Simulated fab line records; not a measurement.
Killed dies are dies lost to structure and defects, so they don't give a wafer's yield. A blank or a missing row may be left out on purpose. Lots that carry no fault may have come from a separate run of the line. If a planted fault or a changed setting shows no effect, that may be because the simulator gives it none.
Which of the tools did it? / flow gf180mcu / Sampling: 13 lots, 39 wafers, 2 of 602 route steps

== WHAT EACH GAUGE READ, for each wafer ==
GF_VT_IMPLANT_RS_MEAS_49: a four-point-probe measurement. Usual: MVPSD_RS typically reads 1168 ohm/sq, with standard deviation 3.3.
lot=L625; measured=day 7 10:05; on=film metro-04; MVPSD_RS (ohm/sq)=1166 1165 1167; flag=
lot=L627; measured=day 7 22:22; on=film metro-01; MVPSD_RS (ohm/sq)=1170 1170 1173; flag=
lot=L628; measured=day 8 19:57; on=film metro-03; MVPSD_RS (ohm/sq)=1167 1168 1169; flag=
lot=L630; measured=day 9 05:50; on=film metro-03; MVPSD_RS (ohm/sq)=1167 1169 1169; flag=
lot=L631; measured=day 9 19:53; on=film metro-04; MVPSD_RS (ohm/sq)=1169 1165 1165; flag=
lot=L633; measured=day 10 01:02; on=film metro-01; MVPSD_RS (ohm/sq)=1173 1172 1172; flag=
lot=L632; measured=day 10 02:07; on=film metro-04; MVPSD_RS (ohm/sq)=1171 1172 1172; flag=
lot=L634; measured=day 10 14:16; on=film metro-01; MVPSD_RS (ohm/sq)=1172 1170 1171; flag=
lot=L638; measured=day 11 06:14; on=film metro-01; MVPSD_RS (ohm/sq)=1144 1144 1145; flag=OFF
lot=L639; measured=day 11 14:16; on=film metro-01; MVPSD_RS (ohm/sq)=1140 1139 1139; flag=OFF
lot=L642; measured=day 12 08:23; on=film metro-03; MVPSD_RS (ohm/sq)=1166 1169 1168; flag=
lot=L647; measured=day 13 19:14; on=film metro-04; MVPSD_RS (ohm/sq)=1169 1171 1174; flag=
lot=L648; measured=day 14 00:55; on=film metro-04; MVPSD_RS (ohm/sq)=1168 1171 1173; flag=

== EACH LOT AND THE TOOL THAT RAN IT (in order: tool; ch and the chambers of the sampled wafers; start) ==
lot=L625; GF_MVPSD_IMPLANT_08=implanter-03 ch 0, day 4 22:40
lot=L627; GF_MVPSD_IMPLANT_08=implanter-04 ch 0, day 5 08:17
lot=L628; GF_MVPSD_IMPLANT_08=implanter-03 ch 0, day 6 02:49
lot=L630; GF_MVPSD_IMPLANT_08=implanter-03 ch 0, day 6 12:37
lot=L631; GF_MVPSD_IMPLANT_08=implanter-01 ch 0, day 7 00:24
lot=L633; GF_MVPSD_IMPLANT_08=implanter-03 ch 0, day 7 06:10
lot=L632; GF_MVPSD_IMPLANT_08=implanter-04 ch 0, day 7 07:05
lot=L634; GF_MVPSD_IMPLANT_08=implanter-03 ch 0, day 7 17:41
lot=L638; GF_MVPSD_IMPLANT_08=implanter-03 ch 0, day 8 07:58
lot=L639; GF_MVPSD_IMPLANT_08=implanter-03 ch 0, day 8 14:32
lot=L642; GF_MVPSD_IMPLANT_08=implanter-01 ch 0, day 9 05:56
lot=L647; GF_MVPSD_IMPLANT_08=implanter-04 ch 0, day 10 13:31
lot=L648; GF_MVPSD_IMPLANT_08=implanter-04 ch 0, day 10 17:44
- GF_MVPSD_IMPLANT_08

== AS READ BY THE TOOLS THEMSELVES (means over the sampled wafers that have a number; for cases with no such wafer, the mark the record gives instead) ==
GF_MVPSD_IMPLANT_08. Usual: beam energy keV 170.00, standard deviation 0.054.
lot=L625; tool=implanter-03; beam energy keV=170.07; flag=
lot=L627; tool=implanter-04; beam energy keV=170.03; flag=
lot=L628; tool=implanter-03; beam energy keV=170.01; flag=
lot=L630; tool=implanter-03; beam energy keV=170.08; flag=
lot=L631; tool=implanter-01; beam energy keV=169.99; flag=
lot=L633; tool=implanter-03; beam energy keV=170.01; flag=
lot=L632; tool=implanter-04; beam energy keV=170.02; flag=
lot=L634; tool=implanter-03; beam energy keV=169.96; flag=
lot=L638; tool=implanter-03; beam energy keV=194.86; flag=OFF
lot=L639; tool=implanter-03; beam energy keV=195.01; flag=OFF
lot=L642; tool=implanter-01; beam energy keV=169.98; flag=
lot=L647; tool=implanter-04; beam energy keV=170.02; flag=
lot=L648; tool=implanter-04; beam energy keV=169.98; flag=

== THE ANSWER, worked out from the rows above alone ==
Rule: a lot is off if the mean of its wafers that have a number lies more than 3 standard deviations from the usual mean. A lot without any number at a reading at which 4 lots or more have one is off too. Where the step has rows for the other lots, those lots are counted as sound. After the gauges, taken in route order, come the tools' own readings; for these a lot's mean is taken, as printed above. The first step at which some lot is off is used, and at that step the reading that is off furthest; a lot without a number counts as furthest.
Off: L638, L639, seen at GF_VT_IMPLANT_RS_MEAS_49 (MVPSD_RS).
A tool fits if, at a process step before that reading, it ran every lot that is off, and no sound lot after the first of them. The gauges at GF_VT_IMPLANT_RS_MEAS_49 aren't tried: what is off there is off at GF_MVPSD_IMPLANT_08 too, on other tools, and a gauge's error can't cause that. One candidate fits, namely implanter-03 at GF_MVPSD_IMPLANT_08. A fault onset in the window from L634 (day 7 17:41, its last sound lot) to L638 (day 8 07:58, its first lot off) fits.
The tool's own readings at GF_MVPSD_IMPLANT_08 bear it out: on the lots that are off they differ by more than 5 times the standard deviation of the sound lots' means. beam energy keV reads 194.94 there against 170.01 on the sound lots.

== WHAT THE SIMULATOR PUT IN ==
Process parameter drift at GF_MVPSD_IMPLANT_08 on implanter-03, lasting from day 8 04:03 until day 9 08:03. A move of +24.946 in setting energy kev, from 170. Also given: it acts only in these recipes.
Struck lots among those shown: L638, L639. The same result came from the rule above.
